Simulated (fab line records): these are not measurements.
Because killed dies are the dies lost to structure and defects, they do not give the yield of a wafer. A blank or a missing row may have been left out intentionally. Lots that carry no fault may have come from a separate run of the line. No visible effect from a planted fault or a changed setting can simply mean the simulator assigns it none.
Problem report in the 8D (eight disciplines) form, filled by code + flow sky130 + the parts of the form that need people (team, actions taken, sign-off) are left out

1. THE ISSUE
SKY_FIELD_ISO_ETCH_15, run-length-s: mean 93.0 s on 2 wafers (1 lot); fault-free wafers 100.2 s, standard deviation 0.38. Relative to the usual mean, that is a shift of -19 standard deviations.
The step: etches the open film in CHF3/O2, stops on Si, target depth 180 nm, time 72 s.
First seen on wafer L411.1, day 4 08:53, on rie-diel-01. Wafers with a number at this step in the record: 33, from 11 lots. By rule, "out" or "out of limits" means more than 4 standard deviations away from the usual mean. The other wafers with a number count as sound.

2. WHAT IT IS; WHAT IT IS NOT
| question                    | is                           | is not                                                                                                   |
|-----------------------------|------------------------------|----------------------------------------------------------------------------------------------------------|
| which readings at this step | run-length-s, oes-product-au | drypump-motor-current-A, throttle-valve-pct                                                              |
| which lots                  | L411                         | L401, L403, L404, L414, L415, L416, L418, L420, L423, L424                                               |
| which wafers of those lots  | L411.1, L411.6               | L411.2                                                                                                   |
| read on which tools         | rie-diel-01                  | rie-diel-03, rie-diel-04                                                                                 |
| when                        | from day 4 08:53             | up to then (10 sound wafers); but 21 sound wafers of L414, L415, L416, L418, L420, L423, L424 came after |

3. SUSPECTS, AND WHAT RULES EACH OUT
Counting: if a tool at a process step up to the reading ran every lot that is out, it stays a suspect. Sound lots after the first of them don't rule it out here, since some wafers of a struck lot are sound.
- rie-diel-01 at SKY_FIELD_ISO_ETCH_15 (etches the open film in CHF3/O2, stops on Si, target depth 180 nm, time 72 s): kept. L411, the lot that is out, went through it at day 4 08:53; up to then, the latest sound lot through it was L401 at day 2 06:27. Its own oes-product-au, run-length-s readings are out on those wafers.
Left after counting: rie-diel-01 at SKY_FIELD_ISO_ETCH_15.

4. THE CAUSE (what the simulator had put in)
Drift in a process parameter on rie-diel-01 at SKY_FIELD_ISO_ETCH_15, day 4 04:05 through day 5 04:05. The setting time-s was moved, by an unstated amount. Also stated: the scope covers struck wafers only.
This tool alone remained once counting was done.

5. THE EFFECT CHAIN, in route order
Each row: a reading whose mean over the struck wafers that have a number lies more than 3 standard deviations from the usual. Scope: only readings with a usual standard deviation given in the record; hours: median across lots of the time from each lot's start at the first step in this table that gives one to its start at this step; sigmas: change in usual standard deviations.
| hours | step                   | reading                  | usual      | on struck wafers | change | sigmas |
|-------|------------------------|--------------------------|------------|------------------|--------|--------|
| 0     | SKY_FIELD_ISO_ETCH_15  | oes-product-au           | 0.945 a.u. | 1.000            | +0.055 | +9.1   |
| 0     | SKY_FIELD_ISO_ETCH_15  | run-length-s             | 100.2 s    | 93.0             | -7.2   | -19    |
| 0     | SKY_FIELD_ISO_STRIP_16 | strip-time-to-endpoint-s | 3.540 s    | 3.686            | +0.146 | +5.2   |
Process steps it contains:
- SKY_FIELD_ISO_ETCH_15: etches the open film in CHF3/O2, stops on Si, target depth 180 nm, time 72 s.
- SKY_FIELD_ISO_STRIP_16: strips in O2/N2.
At these later measuring or inspecting steps, every struck wafer for which the step has a row has a number for every such reading, and none has moved that far: SKY_DNWELL_TW_MEAS_09, SKY_VT_ADJUST_LVTN_TW_MEAS_21.

6. HOW IT WOULD HAVE BEEN CAUGHT EARLIER
In this record the first reading out of limits was taken at day 4 08:53, 5 hours after the fault began at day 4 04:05.
